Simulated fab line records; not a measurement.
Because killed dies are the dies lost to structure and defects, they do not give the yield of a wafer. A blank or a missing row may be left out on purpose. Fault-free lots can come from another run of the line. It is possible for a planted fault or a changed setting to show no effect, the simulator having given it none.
Chamber matching + flow sky130 + 4 sister chambers for SKY_VIA3_ETCH_14 on rie-diel-03
The step etches BARC in N2/H2, stops on SiO2, time 45.9 s, target depth 60 nm. 8 wafers are shown with their chamber, then 10 later ones without.

== WAFERS PAIRED WITH THEIR CHAMBERS ==
| wafer  | chamber | throttle-valve-pct (%) | oes-product-au (a.u.) |
|--------|---------|------------------------|-----------------------|
| L074.6 | 1       | 13.210                 | 0.861                 |
| L087.2 | 3       | 13.229                 | 0.847                 |
| L087.5 | 1       | 13.226                 | 0.844                 |
| L087.6 | 0       | 13.223                 | 0.852                 |
| L088.2 | 0       | 13.217                 | 0.859                 |
| L088.6 | 2       | 13.223                 | 0.858                 |
| L091.1 | 2       | 13.209                 | 0.854                 |
| L091.2 | 3       | 13.217                 | 0.859                 |

== WAFERS WITH NO CHAMBER GIVEN ==
| wafer  | throttle-valve-pct (%) | oes-product-au (a.u.) |
|--------|------------------------|-----------------------|
| L091.3 | 13.230                 | 0.857                 |
| L091.4 | 13.210                 | 0.862                 |
| L091.5 | 13.229                 | 0.857                 |
| L091.6 | 13.210                 | 0.854                 |
| L094.1 | 13.237                 | 0.857                 |
| L094.2 | 13.195                 | 0.861                 |
| L094.6 | 13.219                 | 0.852                 |
| L097.1 | 13.219                 | 0.860                 |
| L097.5 | 13.228                 | 0.858                 |
| L097.6 | 13.215                 | 0.855                 |

== EACH ONE'S CHAMBER ==
| wafer  | from the rows above               | in truth |
|--------|-----------------------------------|----------|
| L091.3 | can't be placed: 3 or 0 or 1 or 2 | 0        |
| L091.4 | can't be placed: 2 or 0 or 1 or 3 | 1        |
| L091.5 | can't be placed: 3 or 0 or 1 or 2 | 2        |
| L091.6 | can't be placed: 2 or 1 or 0 or 3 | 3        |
| L094.1 | can't be placed: 3 or 0 or 1 or 2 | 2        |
| L094.2 | can't be placed: 2 or 1 or 0 or 3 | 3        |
| L094.6 | can't be placed: 1 or 0 or 3 or 2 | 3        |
| L097.1 | can't be placed: 0 or 2 or 1 or 3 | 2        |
| L097.5 | can't be placed: 3 or 0 or 1 or 2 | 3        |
| L097.6 | can't be placed: 2 or 1 or 0 or 3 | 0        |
Placed correctly: 0 of 10. Unplaceable from these rows: 10, with the true chamber sitting among the candidates in 10. 0 placed wrongly.
How it was worked out, from the rows above alone: a wafer's distance from a chamber is the root of the sum, over the readings, of the square of ((its reading less the chamber's mean) divided by the reading's scatter). The wafer belongs to the nearest chamber; if the next one is less than 2 further off, it can't be placed. The mean given for a chamber averages the wafers shown for that chamber. How the scatter is found: for the shown wafers, subtract from each reading the mean of its chamber, square and add these, divide the total by (wafers less chambers), then take the root.
